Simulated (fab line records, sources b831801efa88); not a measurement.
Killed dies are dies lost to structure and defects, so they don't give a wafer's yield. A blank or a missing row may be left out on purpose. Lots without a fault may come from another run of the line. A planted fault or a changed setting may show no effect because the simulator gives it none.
Chamber matching | flow sky130 | SKY_PASSIVATION_CVD_02 on pecvd-01: 3 sister chambers
The step deposits Si3N4, target thk 540 nm. 3 wafers are shown with their chamber, then 9 later ones without.

WAFERS WITH THEIR CHAMBER
wafer  | chamber | heater_power_w (W)
L087.2 | 2       | 617
L087.5 | 0       | 710
L087.6 | 1       | 653

WAFERS WITHOUT THEIR CHAMBER
wafer  | heater_power_w (W)
L093.1 | 641
L093.2 | 770
L093.6 | 540
L094.1 | 678
L094.2 | 527
L094.5 | 594
L095.1 | 695
L095.2 | 613
L095.5 | 501

WHICH CHAMBER EACH WENT THROUGH
wafer  | from the rows above          | in truth
L093.1 | can't be placed: 1 or 2 or 0 | 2
L093.2 | can't be placed: 0 or 1 or 2 | 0
L093.6 | can't be placed: 2 or 1 or 0 | 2
L094.1 | can't be placed: 1 or 0 or 2 | 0
L094.2 | can't be placed: 2 or 1 or 0 | 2
L094.5 | can't be placed: 2 or 1 or 0 | 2
L095.1 | can't be placed: 0 or 1 or 2 | 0
L095.2 | can't be placed: 2 or 1 or 0 | 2
L095.5 | can't be placed: 2 or 1 or 0 | 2
Placed correctly: 0 of 9. Can't be placed from these rows: 9 (the true chamber is among the candidates in 9). Placed wrongly: 0.
How it was worked out, from the rows above alone: a wafer's distance from a chamber is the root of the sum, over the readings, of the square of ((its reading less the chamber's mean) divided by the reading's scatter). The wafer belongs to the nearest chamber; if the next one is less than 2 further off, it can't be placed. A chamber's mean is the mean of its shown wafers. The scatter: with one shown wafer a chamber, the root of the mean of the squares of how far each hidden wafer lies from its nearest shown one.
